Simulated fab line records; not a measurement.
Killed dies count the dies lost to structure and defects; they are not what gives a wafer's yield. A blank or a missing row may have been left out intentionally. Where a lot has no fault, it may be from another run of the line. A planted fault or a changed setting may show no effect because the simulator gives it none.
Shared-tool check || flow gf180mcu || Sampled: 13 lots, 39 wafers

THE REASON FOR OPENING IT
At GF_VT_IMPLANT_TW_MEAS_32 the reading VT_IMPLANT_3_TW is flagged on 2 of 13 lots. Fault-free wafers read 264.5, with a standard deviation of 2.1.
Rule: a lot gets a flag if all its wafers with a number sit over 4 standard deviations from that mean, or if no wafer of it has a number. All remaining lots are regarded as sound.

{"lot": "L155", "measured": "day 7 08:22", "on": "filmMetro-02", "VT_IMPLANT_3_TW, wafer by wafer": "259.9 259.2 261.8", "flag": ""}
{"lot": "L154", "measured": "day 7 09:31", "on": "filmMetro-04", "VT_IMPLANT_3_TW, wafer by wafer": "264.5 264.2 264.9", "flag": ""}
{"lot": "L157", "measured": "day 7 20:02", "on": "filmMetro-01", "VT_IMPLANT_3_TW, wafer by wafer": "265.3 266.0 264.1", "flag": ""}
{"lot": "L159", "measured": "day 8 05:32", "on": "filmMetro-01", "VT_IMPLANT_3_TW, wafer by wafer": "263.9 265.4 266.6", "flag": ""}
{"lot": "L160", "measured": "day 8 10:29", "on": "filmMetro-04", "VT_IMPLANT_3_TW, wafer by wafer": "267.1 265.1 265.9", "flag": ""}
{"lot": "L162", "measured": "day 8 21:06", "on": "filmMetro-04", "VT_IMPLANT_3_TW, wafer by wafer": "265.8 265.6 266.5", "flag": ""}
{"lot": "L163", "measured": "day 9 02:50", "on": "filmMetro-04", "VT_IMPLANT_3_TW, wafer by wafer": "265.8 265.6 265.0", "flag": ""}
{"lot": "L164", "measured": "day 9 11:35", "on": "filmMetro-04", "VT_IMPLANT_3_TW, wafer by wafer": "265.3 266.5 265.9", "flag": ""}
{"lot": "L165", "measured": "day 9 18:41", "on": "filmMetro-01", "VT_IMPLANT_3_TW, wafer by wafer": "267.9 267.2 268.3", "flag": ""}
{"lot": "L166", "measured": "day 9 21:38", "on": "filmMetro-02", "VT_IMPLANT_3_TW, wafer by wafer": "259.8 260.2 260.3", "flag": ""}
{"lot": "L167", "measured": "day 10 13:43", "on": "filmMetro-04", "VT_IMPLANT_3_TW, wafer by wafer": "266.9 265.3 266.8", "flag": ""}
{"lot": "L171", "measured": "day 12 02:32", "on": "filmMetro-02", "VT_IMPLANT_3_TW, wafer by wafer": "138.0 139.3 139.2", "flag": "FLAGGED"}
{"lot": "L174", "measured": "day 13 01:41", "on": "filmMetro-02", "VT_IMPLANT_3_TW, wafer by wafer": "136.0 135.9 135.9", "flag": "FLAGGED"}
Average over the flagged lots: 137.4; offset from the usual -127.1, equal to -61 standard deviations.

LOT BY LOT: THE TOOL USED
Before the reading, the record contains 2 process steps out of a 602-step route. In each cell: the tool, then ch and the chambers that the sampled wafers went through, then the start.
{"lot": "L155", "flag": "", "GF_STI_ETCH_13": "rieDiel-01 ch 0,3, day 2 07:34", "GF_VT_IMPLANT_IMPLANT_30": "implanter-02 ch 0, day 7 08:09"}
{"lot": "L154", "flag": "", "GF_STI_ETCH_13": "rieDiel-01 ch 0,1,3, day 2 02:28", "GF_VT_IMPLANT_IMPLANT_30": "implanter-04 ch 0, day 7 09:16"}
{"lot": "L157", "flag": "", "GF_STI_ETCH_13": "rieDiel-04 ch 0,1,3, day 2 21:58", "GF_VT_IMPLANT_IMPLANT_30": "implanter-02 ch 0, day 7 19:47"}
{"lot": "L159", "flag": "", "GF_STI_ETCH_13": "rieDiel-02 ch 0,2,3, day 3 06:38", "GF_VT_IMPLANT_IMPLANT_30": "implanter-01 ch 0, day 8 05:18"}
{"lot": "L160", "flag": "", "GF_STI_ETCH_13": "rieDiel-04 ch 0,1,2, day 3 10:28", "GF_VT_IMPLANT_IMPLANT_30": "implanter-01 ch 0, day 8 10:14"}
{"lot": "L162", "flag": "", "GF_STI_ETCH_13": "rieDiel-04 ch 0,1,3, day 3 19:38", "GF_VT_IMPLANT_IMPLANT_30": "implanter-01 ch 0, day 8 20:53"}
{"lot": "L163", "flag": "", "GF_STI_ETCH_13": "rieDiel-02 ch 0,2, day 3 23:01", "GF_VT_IMPLANT_IMPLANT_30": "implanter-04 ch 0, day 9 02:35"}
{"lot": "L164", "flag": "", "GF_STI_ETCH_13": "rieDiel-04 ch 0,2, day 4 05:28", "GF_VT_IMPLANT_IMPLANT_30": "implanter-01 ch 0, day 9 11:20"}
{"lot": "L165", "flag": "", "GF_STI_ETCH_13": "rieDiel-02 ch 1,2,3, day 4 10:17", "GF_VT_IMPLANT_IMPLANT_30": "implanter-04 ch 0, day 9 18:28"}
{"lot": "L166", "flag": "", "GF_STI_ETCH_13": "rieDiel-01 ch 1,2,3, day 4 16:01", "GF_VT_IMPLANT_IMPLANT_30": "implanter-04 ch 0, day 9 21:23"}
{"lot": "L167", "flag": "", "GF_STI_ETCH_13": "rieDiel-04 ch 0,1,3, day 4 20:19", "GF_VT_IMPLANT_IMPLANT_30": "implanter-01 ch 0, day 10 13:28"}
{"lot": "L171", "flag": "FLAGGED", "GF_STI_ETCH_13": "rieDiel-02 ch 0,1,3, day 5 19:51", "GF_VT_IMPLANT_IMPLANT_30": "implanter-01 ch 0, day 12 02:19"}
{"lot": "L174", "flag": "FLAGGED", "GF_STI_ETCH_13": "rieDiel-02 ch 0,2,3, day 6 12:58", "GF_VT_IMPLANT_IMPLANT_30": "implanter-01 ch 0, day 13 01:26"}
What these steps do:
- GF_STI_ETCH_13: etches the open film in CHF3/O2, stops on Si, target depth 282.31 nm, time 112.9 s.
- GF_VT_IMPLANT_IMPLANT_30
- GF_VT_IMPLANT_TW_MEAS_32

FLAGGED OVER TOTAL, TOOL BY TOOL (the gauges that took the reading come last)
{"step": "GF_STI_ETCH_13", "tool": "rieDiel-01", "lots run": 3, "flagged": 0, "share of the flagged lots": "none", "sound lots run after its first flagged lot": "-"}
{"step": "GF_STI_ETCH_13", "tool": "rieDiel-02", "lots run": 5, "flagged": 2, "share of the flagged lots": "all", "sound lots run after its first flagged lot": 0}
{"step": "GF_STI_ETCH_13", "tool": "rieDiel-04", "lots run": 5, "flagged": 0, "share of the flagged lots": "none", "sound lots run after its first flagged lot": "-"}
{"step": "GF_VT_IMPLANT_IMPLANT_30", "tool": "implanter-01", "lots run": 7, "flagged": 2, "share of the flagged lots": "all", "sound lots run after its first flagged lot": 0}
{"step": "GF_VT_IMPLANT_IMPLANT_30", "tool": "implanter-02", "lots run": 2, "flagged": 0, "share of the flagged lots": "none", "sound lots run after its first flagged lot": "-"}
{"step": "GF_VT_IMPLANT_IMPLANT_30", "tool": "implanter-04", "lots run": 4, "flagged": 0, "share of the flagged lots": "none", "sound lots run after its first flagged lot": "-"}
{"step": "GF_VT_IMPLANT_TW_MEAS_32", "tool": "filmMetro-01", "lots run": 3, "flagged": 0, "share of the flagged lots": "none", "sound lots run after its first flagged lot": "-"}
{"step": "GF_VT_IMPLANT_TW_MEAS_32", "tool": "filmMetro-02", "lots run": 4, "flagged": 2, "share of the flagged lots": "all", "sound lots run after its first flagged lot": 0}
{"step": "GF_VT_IMPLANT_TW_MEAS_32", "tool": "filmMetro-04", "lots run": 6, "flagged": 0, "share of the flagged lots": "none", "sound lots run after its first flagged lot": "-"}

WHAT THE TABLE ALLOWS
In the table, 3 rows ran each flagged lot (rieDiel-02 at GF_STI_ETCH_13; implanter-01 at GF_VT_IMPLANT_IMPLANT_30; filmMetro-02 at GF_VT_IMPLANT_TW_MEAS_32).
- rieDiel-02 at GF_STI_ETCH_13: 2 of its 5 lots flagged. Its last sound lot is L165 (day 4 10:17), its first flagged lot L171 (day 5 19:51): a fault that began between those two fits.
- implanter-01 at GF_VT_IMPLANT_IMPLANT_30: 2 of its 7 lots flagged. Its last sound lot is L167 (day 10 13:28), its first flagged lot L171 (day 12 02:19): a fault that began between those two fits. Its own readings lie more than 4 standard deviations out on every wafer of the flagged lots: doseIonsCm2, faradayCurrentUA.
- filmMetro-02 at GF_VT_IMPLANT_TW_MEAS_32: 2 of its 4 lots flagged. Its last sound lot is L166 (day 9 21:38), its first flagged lot L171 (day 12 02:32): a fault that began between those two fits.
Counting lots can't tell these 3 tools apart, because each fits a fault that began at some hour. More lots, or a look at what each step does to the wafer, might.

WHAT THE SIMULATOR PUT IN
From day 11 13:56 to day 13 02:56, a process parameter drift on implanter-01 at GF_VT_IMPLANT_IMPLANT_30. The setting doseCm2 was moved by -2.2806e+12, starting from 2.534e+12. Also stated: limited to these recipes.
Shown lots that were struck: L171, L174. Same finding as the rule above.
